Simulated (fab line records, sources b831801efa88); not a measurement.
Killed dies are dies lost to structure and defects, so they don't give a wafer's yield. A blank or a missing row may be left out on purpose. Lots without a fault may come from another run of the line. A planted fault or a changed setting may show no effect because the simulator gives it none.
fab line records | flow sky130
record lots=14 wafers=42 last_day=50
route steps=708 shown NWELL@64 PWDE@84 SONOS_TUNNEL@166 LDD_N@244
lots that met no fault: from a run of the same line without faults
start_h: hours from the record's first day to the start of the lot's first wafer shown | wait_h: hours since the lot's step before | " the same as in the row above | L1.1+2: a row that stands for several wafers | - no value, or no start given | * or withheld: withheld | < > ~ a bound
route shown NAME@n: a module of which the file shows steps, and the number in the route of the first | usual: mean/standard deviation of fault-free wafers | same: alike in all rows | chamber/n: place in a boat | sites: the reading at each site | _std_site: their standard deviation | _edge_site: outer sites' mean less inner sites' | radius_mm: how far each site lies from the wafer's centre | mask NAME#n: copy n | behind: the tool/chamber that last shaped the wafer | hold: why the lot was held/for how many hours/how that ended | device: the transistor (n, p or np) that didn't switch | end of line: the same wafers' tests at the end of the route | a step without rows: its recipe alone | killed: dies lost to structure and defects at the first sort, not the wafer's yield | map: a wafer's dies, x killed, . not, _ none there
set.NAME: the setting as run; set.NAME@STEP: as run at that earlier step | model.NAME: the simulator's own value behind a step, which no gauge read
steps of the route over a sample of lots; a table a step, a row a wafer
services: from which hour (start_h, from the record's first day; less than 0 if before it) a tool's chamber was out of use, for how many hours, and why
## steps
# step SKY_NWELL_IMPLANT_11
# recipe species=P energy_kev=400 dose_cm2=1.9e+13 tilt_deg=withheld
# usual beam_on_s=9.99/0.2 dose_ions_cm2=1.8999e+13/2.2e+10 faraday_current_uA=107.3/2.1
# columns lot.wafer tool chamber start_h wait_h beam_on_s dose_ions_cm2 faraday_current_uA
L778.1 implanter-01 0 90.08 0.0 10.27 1.8948e+13 104.0
L778.4 " 0 " " 9.87 1.8977e+13 108.5
L778.6 " 0 " " 10.00 1.8998e+13 106.8
L777.1 implanter-03 0 90.19 0.0 9.92 1.8974e+13 107.5
L777.3 " 0 " " 10.38 1.8984e+13 102.8
L777.4 " 0 " " 9.91 1.8991e+13 108.5
L779.1 implanter-01 0 94.89 0.0 10.06 1.9038e+13 107.2
L779.3 " 0 " " 9.92 1.9021e+13 108.0
L779.6 " 0 " " 10.27 1.9053e+13 104.8
L781.2 implanter-03 0 105.07 0.0 10.07 1.9022e+13 106.2
L781.3 " 0 " " 9.89 1.9003e+13 108.9
L781.4 " 0 " " 9.60 1.8986e+13 111.0
L782.2 implanter-03 0 109.71 0.0 10.14 1.9026e+13 105.7
L782.3 " 0 " " 9.96 1.9006e+13 107.8
L782.5 " 0 " " 10.31 1.8963e+13 104.5
L783.2 implanter-01 0 124.32 0.0 10.01 1.9003e+13 107.0
L783.4 " 0 " " 10.18 1.8994e+13 105.4
L783.5 " 0 " " 10.00 1.8987e+13 107.6
L784.1 implanter-02 0 128.65 0.0 9.82 1.8975e+13 109.4
L784.3 " 0 " " 10.07 1.8959e+13 106.1
L784.6 " 0 " " 9.83 1.8971e+13 108.8
L785.1 implanter-02 0 133.58 0.0 10.06 1.9005e+13 105.5
L785.4 " 0 " " 10.16 1.9024e+13 105.0
L785.5 " 0 " " 9.81 1.9062e+13 109.4
L786.3 implanter-03 0 138.99 0.1 9.78 1.8988e+13 108.9
L786.4 " 0 " " 9.95 1.8968e+13 107.8
L786.5 " 0 " " 9.96 1.9015e+13 107.8
L787.1 implanter-02 0 142.20 0.0 10.29 1.9013e+13 104.2
L787.4 " 0 " " 9.85 1.8995e+13 108.8
L787.5 " 0 " " 10.07 1.9e+13 107.1
L790.2 implanter-03 0 166.82 0.0 10.35 1.1241e+13 61.2
L790.4 " 0 " " 9.82 1.1226e+13 64.3
L790.6 " 0 " " 9.67 1.1216e+13 65.5
L793.3 implanter-03 0 186.94 0.1 9.87 1.1219e+13 64.1
L793.5 " 0 " " 10.10 1.1192e+13 62.4
L793.6 " 0 " " 9.91 1.1203e+13 64.1
L797.1 implanter-02 0 205.14 0.0 10.27 1.8996e+13 103.9
L797.3 " 0 " " 10.23 1.8979e+13 104.6
L797.4 " 0 " " 10.08 1.8954e+13 106.5
L798.2 implanter-02 0 207.21 0.0 9.96 1.9015e+13 107.4
L798.4 " 0 " " 10.00 1.8998e+13 107.0
L798.5 " 0 " " 10.06 1.898e+13 106.5
# step SKY_NWELL_TW_MEAS_15
# usual NWELL_TW=1829/12
# columns lot.wafer tool chamber start_h wait_h NWELL_TW
L778.1 film_metro-02 - 90.63 0.1 1814
L778.4 " - " " 1825
L778.6 " - " " 1823
L777.1 film_metro-02 - 90.74 0.1 1815
L777.3 " - " " 1818
L777.4 " - " " 1813
L779.1 film_metro-03 - 95.44 0.1 1841
L779.3 " - " " 1843
L779.6 " - " " 1853
L781.2 film_metro-02 - 105.61 0.1 1846
L781.3 " - " " 1837
L781.4 " - " " 1835
L782.2 film_metro-02 - 110.27 0.1 1830
L782.3 " - " " 1828
L782.5 " - " " 1825
L783.2 film_metro-03 - 124.86 0.1 1838
L783.4 " - " " 1852
L783.5 " - " " 1840
L784.1 film_metro-02 - 129.20 0.1 1827
L784.3 " - " " 1818
L784.6 " - " " 1824
L785.1 film_metro-03 - 134.13 0.1 1851
L785.4 " - " " 1847
L785.5 " - " " 1850
L786.3 film_metro-02 - 139.51 0.1 1816
L786.4 " - " " 1820
L786.5 " - " " 1837
L787.1 film_metro-02 - 142.75 0.1 1821
L787.4 " - " " 1833
L787.5 " - " " 1829
L790.2 film_metro-02 - 167.36 0.1 1560
L790.4 " - " " 1564
L790.6 " - " " 1561
L793.3 film_metro-03 - 187.46 0.1 1578
L793.5 " - " " 1563
L793.6 " - " " 1565
L797.1 film_metro-04 - 205.69 0.1 1815
L797.3 " - " " 1823
L797.4 " - " " 1814
L798.2 film_metro-02 - 207.74 0.1 1819
L798.4 " - " " 1828
L798.5 " - " " 1834
# step SKY_NWELL_RS_MEAS_29
# recipe thk_meas_gauge=four-point-probe
# usual NWELL_RS=624.5/1.6
# columns lot.wafer tool chamber start_h wait_h NWELL_RS[ohm/sq]
L778.1 film_metro-03 - 108.70 0.1 622.4
L778.4 " - " " 621.7
L778.6 " - " " 622.3
L777.1 film_metro-02 - 108.75 0.1 625.2
L777.3 " - " " 625.2
L777.4 " - " " 626.6
L779.1 film_metro-02 - 112.45 0.1 624.2
L779.3 " - " " 626.6
L779.6 " - " " 624.5
L781.2 film_metro-02 - 123.63 0.1 623.4
L781.3 " - " " 623.8
L781.4 " - " " 624.3
L782.2 film_metro-03 - 129.60 0.1 626.6
L782.3 " - " " 625.7
L782.5 " - " " 625.9
L783.2 film_metro-02 - 143.51 0.1 625.6
L783.4 " - " " 624.7
L783.5 " - " " 624.4
L784.1 film_metro-03 - 147.41 0.1 623.8
L784.3 " - " " 625.3
L784.6 " - " " 626.3
L785.1 film_metro-04 - 153.51 0.1 621.0
L785.4 " - " " 622.1
L785.5 " - " " 622.4
L786.3 film_metro-02 - 159.23 0.1 625.0
L786.4 " - " " 624.8
L786.5 " - " " 624.8
L787.1 film_metro-02 - 163.21 0.1 625.7
L787.4 " - " " 627.3
L787.5 " - " " 627.6
L790.2 film_metro-04 - 188.37 0.1 825.8
L790.4 " - " " 826.9
L790.6 " - " " 828.7
L793.3 film_metro-02 - 208.03 0.1 821.7
L793.5 " - " " 824.4
L793.6 " - " " 822.1
L797.1 film_metro-04 - 227.29 0.1 624.6
L797.3 " - " " 621.9
L797.4 " - " " 624.6
L798.2 film_metro-04 - 229.07 0.1 625.8
L798.4 " - " " 626.1
L798.5 " - " " 625.5
# step SKY_NWELL_RS_MEAS_31
# recipe thk_meas_gauge=four-point-probe
# usual PWDE_RS=5279/18
# columns lot.wafer tool chamber start_h wait_h PWDE_RS[ohm/sq]
L778.1 film_metro-03 - 108.94 0.1 5287
L778.4 " - " " 5268
L778.6 " - " " 5273
L777.1 film_metro-02 - 108.99 0.1 5286
L777.3 " - " " 5282
L777.4 " - " " 5292
L779.1 film_metro-02 - 112.69 0.1 5310
L779.3 " - " " 5290
L779.6 " - " " 5299
L781.2 film_metro-02 - 123.87 0.1 5251
L781.3 " - " " 5275
L781.4 " - " " 5280
L782.2 film_metro-03 - 129.84 0.1 5294
L782.3 " - " " 5278
L782.5 " - " " 5282
L783.2 film_metro-02 - 143.75 0.1 5252
L783.4 " - " " 5271
L783.5 " - " " 5257
L784.1 film_metro-03 - 147.65 0.1 5270
L784.3 " - " " 5263
L784.6 " - " " 5263
L785.1 film_metro-04 - 153.75 0.1 5262
L785.4 " - " " 5289
L785.5 " - " " 5287
L786.3 film_metro-02 - 159.47 0.1 5273
L786.4 " - " " 5277
L786.5 " - " " 5300
L787.1 film_metro-02 - 163.45 0.1 5295
L787.4 " - " " 5295
L787.5 " - " " 5302
L790.2 film_metro-04 - 188.61 0.1 5276
L790.4 " - " " 5271
L790.6 " - " " 5294
L793.3 film_metro-02 - 208.27 0.1 5272
L793.5 " - " " 5271
L793.6 " - " " 5266
L797.1 film_metro-04 - 227.53 0.1 5260
L797.3 " - " " 5259
L797.4 " - " " 5261
L798.2 film_metro-04 - 229.31 0.1 5268
L798.4 " - " " 5274
L798.5 " - " " 5252
# step SKY_SONOS_TUNNEL_TW_MEAS_12
# usual SONOS_TUNNEL_TW=198.6/1.4
# columns lot.wafer tool chamber start_h wait_h SONOS_TUNNEL_TW
L778.1 film_metro-03 - 251.72 0.0 199.7
L778.4 " - " " 200.3
L778.6 " - " " 199.2
L777.1 film_metro-04 - 251.87 0.0 197.6
L777.3 " - " " 198.8
L777.4 " - " " 197.4
L779.1 film_metro-01 - 259.12 0.0 197.9
L779.3 " - " " 197.0
L779.6 " - " " 196.6
L781.2 film_metro-04 - 273.13 0.0 197.0
L781.3 " - " " 198.2
L781.4 " - " " 198.5
L782.2 film_metro-03 - 285.31 0.0 200.7
L782.3 " - " " 199.7
L782.5 " - " " 199.5
L783.2 film_metro-04 - 299.93 0.0 197.4
L783.4 " - " " 197.1
L783.5 " - " " 197.9
L784.1 film_metro-03 - 306.47 0.0 200.8
L784.3 " - " " 199.8
L784.6 " - " " 200.8
L785.1 film_metro-01 - 314.04 0.0 198.0
L785.4 " - " " 197.4
L785.5 " - " " 197.9
L786.3 film_metro-04 - 321.04 0.0 199.9
L786.4 " - " " 198.9
L786.5 " - " " 198.9
L787.1 film_metro-04 - 325.68 0.0 199.6
L787.4 " - " " 198.7
L787.5 " - " " 199.2
L790.2 film_metro-04 - 359.12 0.0 196.6
L790.4 " - " " 196.5
L790.6 " - " " 196.3
L793.3 film_metro-04 - 386.30 0.0 197.1
L793.5 " - " " 198.0
L793.6 " - " " 196.8
L797.1 film_metro-03 - 412.53 0.0 199.4
L797.3 " - " " 199.9
L797.4 " - " " 200.5
L798.2 film_metro-03 - 414.47 0.0 199.6
L798.4 " - " " 200.3
L798.5 " - " " 200.5
# step SKY_LDD_N_OVL_MEAS_07
# usual LDD_N_OVL=-0.7/1.4
# columns lot.wafer tool chamber start_h wait_h LDD_N_OVL[nm]
L777.1 overlay-01 - 399.66 0.1 -0.7
L777.3 " - " " -0.9
L777.4 " - " " -0.7
L778.1 overlay-02 - 403.70 0.1 0.6
L778.4 " - " " 0.8
L778.6 " - " " 1.1
L779.1 overlay-02 - 413.20 0.1 -1.8
L779.3 " - " " -3.4
L779.6 " - " " -2.1
L781.2 overlay-01 - 428.32 0.1 -0.5
L781.3 " - " " 0.6
L781.4 " - " " -0.1
L782.2 overlay-01 - 448.45 0.1 -0.6
L782.3 " - " " -0.6
L782.5 " - " " 0.1
L783.2 overlay-01 - 459.97 0.1 0.2
L783.4 " - " " -0.6
L783.5 " - " " -1.2
L784.1 overlay-01 - 469.65 0.1 0.0
L784.3 " - " " 0.7
L784.6 " - " " -0.8
L785.1 overlay-02 - 478.71 0.1 2.3
L785.4 " - " " 1.6
L785.5 " - " " 1.4
L786.3 overlay-02 - 488.02 0.1 1.1
L786.4 " - " " 0.4
L786.5 " - " " 0.3
L787.1 overlay-01 - 491.66 0.1 -1.4
L787.4 " - " " -2.0
L787.5 " - " " -0.5
L790.2 overlay-02 - 525.50 0.1 -5.3
L790.4 " - " " -2.4
L790.6 " - " " -3.0
L793.3 overlay-02 - 552.12 0.1 0.8
L793.5 " - " " 1.0
L793.6 " - " " 0.6
L798.2 overlay-02 - 581.85 0.1 -0.3
L798.4 " - " " -0.8
L798.5 " - " " -1.1
L797.1 overlay-01 - 582.96 0.1 -1.6
L797.3 " - " " -0.7
L797.4 " - " " -1.2
## services
# columns tool chamber start_h hours kind
implanter-02 - 81.49 2.6 repair
implanter-03 - 120.96 1.1 repair
implanter-01 - 128.02 3.6 repair
implanter-03 - 176.61 5.1 repair
implanter-03 - 177.82 2.4 repair
implanter-02 - 189.89 3.6 repair
## key
first_sign step=SKY_NWELL_IMPLANT_11 reading=dose_ions_cm2 direction=down sigmas=99+ usual=* struck=*
effect step=SKY_NWELL_IMPLANT_11 reading=faraday_current_uA direction=down sigmas=21 usual=107.3 struck=63.6
effect step=SKY_NWELL_TW_MEAS_15 reading=NWELL_TW direction=down sigmas=23 usual=1829 struck=1565
effect step=SKY_NWELL_RS_MEAS_29 reading=NWELL_RS direction=up sigmas=99+ usual=624.5 struck=824.9
met_at SKY_NWELL_IMPLANT_11
struck_lots L790,L793
sort_left_out L793.3,L793.5,L793.6
tester_left_out L790,L793
not_acting_at SKY_NWELL_RS_MEAS_31,SKY_SONOS_TUNNEL_TW_MEAS_12,SKY_LDD_N_OVL_MEAS_07
onset_between 138.99 166.82
fault kind=process_parameter_drift tool=implanter-03 chamber=- onset_h=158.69 steps=SKY_NWELL_IMPLANT_11 channel=dose_cm2 offset=* shape=step end_h=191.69 acts_in=* stated=*
# tester_left_out: of these lots the tester's yield and bins aren't shown, on N5 and GAA mostly nor the transistor test; their killed dies are dies lost to structure and defects alone, not to doping, threshold or leakage, so they don't give the yield
# sort_left_out: the simulated sort isn't trusted on such a fault, so these wafers' sort isn't shown, and their yield isn't known
